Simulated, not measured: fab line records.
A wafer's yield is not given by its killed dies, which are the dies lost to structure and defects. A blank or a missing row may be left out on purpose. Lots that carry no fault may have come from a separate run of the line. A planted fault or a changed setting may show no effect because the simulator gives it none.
2 desks, one fault | flow gf180mcu | each desk has only its own numbers; what lay behind them comes last

## THE METROLOGY DESK
What the gauges read for every lot (on any tool): the sampled wafers with a number, averaged. Marked OUT: a lot whose mean sits more than 4 standard deviations from the usual mean, which makes it out of limits; the brackets give that distance.
Columns: A = STI_OXIDATION_01_THK at GF_STI_THK_MEAS_22, usual 15.01 nm; B = STI_CVD_23_THK at GF_STI_THK_MEAS_24, usual 653 nm
lot  | first seen here | A              | B
L401 | day 2 09:53     | 15.00          | 646
L402 | day 2 15:19     | 15.05          | 662
L403 | day 2 18:44     | 14.98          | 638
L407 | day 3 17:17     | 15.08          | 657
L408 | day 3 22:07     | 14.89          | 645
L411 | day 4 13:10     | 14.56          | 648
L415 | day 5 08:12     | 8.03 (-27) OUT | 647
L416 | day 5 13:56     | 15.11          | 657
L417 | day 5 20:10     | 8.27 (-26) OUT | 646
L422 | day 6 20:14     | 15.07          | 659
L423 | day 7 03:39     | 15.03          | 651
This desk finds L415, L417 out of limits, with the earliest case on L415 at day 5 08:12 (STI_OXIDATION_01_THK at GF_STI_THK_MEAS_22). In limits: L401, L402, L403, L407, L408, L411, L416, L422, L423.

## FOR THE TOOL OWNER'S DESK: furnace-02
The tool's own readings at GF_STI_OXIDATION_21 (stabilise 600 s, purge 300 s, target thk 15 nm): means of the sampled wafers that have a number, for each lot that ran on this tool. Marked OUT: a lot whose mean sits more than 4 standard deviations from the usual mean, which makes it out of limits; the brackets give that distance. Of its 8 readings 7 are shown: the one that was out of limits first, and those that lie furthest out on some lot.
Columns: A = spike tc bottom C at GF_STI_OXIDATION_21, usual 1017.5 C; B = spike tc centre C at GF_STI_OXIDATION_21, usual 1000.4 C; C = spike tc lower C at GF_STI_OXIDATION_21, usual 999.3 C; D = spike tc top C at GF_STI_OXIDATION_21, usual 1011.6 C; E = spike tc upper C at GF_STI_OXIDATION_21, usual 1000.3 C; F = tube center temp C at GF_STI_OXIDATION_21, usual 1000 C; G = tube_center_temp_C_max at GF_STI_OXIDATION_21, usual 1002.6
lot  | first seen here | A               | B               | C               | D               | E               | F                     | G
L401 | day 2 08:46     | 1019.7          | 1001.9          | 998.2           | 1012.4          | 1000.2          | 1000                  | 1002.6
L403 | day 2 17:35     | 1019.2          | 1001.0          | 997.4           | 1012.4          | 1000.4          | 1000                  | 1002.6
L408 | day 3 20:59     | 1018.7          | 1000.0          | 997.2           | 1011.8          | 999.9           | 1000                  | 1002.4
L411 | day 4 12:02     | 1018.5          | 1001.6          | 997.3           | 1010.9          | 1000.0          | 1000                  | 1002.8
L415 | day 5 07:04     | 969.4 (-28) OUT | 951.4 (-45) OUT | 946.7 (-21) OUT | 963.1 (-48) OUT | 950.4 (-57) OUT | 950 (-99 or more) OUT | 953.2 (-99 or more) OUT
L417 | day 5 19:01     | 970.1 (-28) OUT | 951.1 (-45) OUT | 947.3 (-21) OUT | 962.8 (-49) OUT | 950.4 (-57) OUT | 950 (-99 or more) OUT | 953.1 (-99 or more) OUT
This desk's verdict: out of limits on L415, L417, starting with L415 at day 5 07:04 (spike tc bottom C at GF_STI_OXIDATION_21). In limits: L401, L403, L408, L411.

## BROUGHT TOGETHER
An alarm could have come from the tool owner's desk at day 5 07:04, on L415, L417.
On L415, L417, the metrology desk was in a position to raise an alarm at day 5 08:12.
The lots listed all ran GF_STI_OXIDATION_21 on furnace-02.

## WHAT THE SIMULATOR HAD PUT IN
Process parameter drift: furnace-02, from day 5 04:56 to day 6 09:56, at GF_STI_OXIDATION_21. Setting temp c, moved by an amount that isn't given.
Lots struck among those shown: L415, L417.
Counting hours from when the fault started, the first reading out of limits came at 2 for the tool owner's desk and at 3 for the metrology desk.
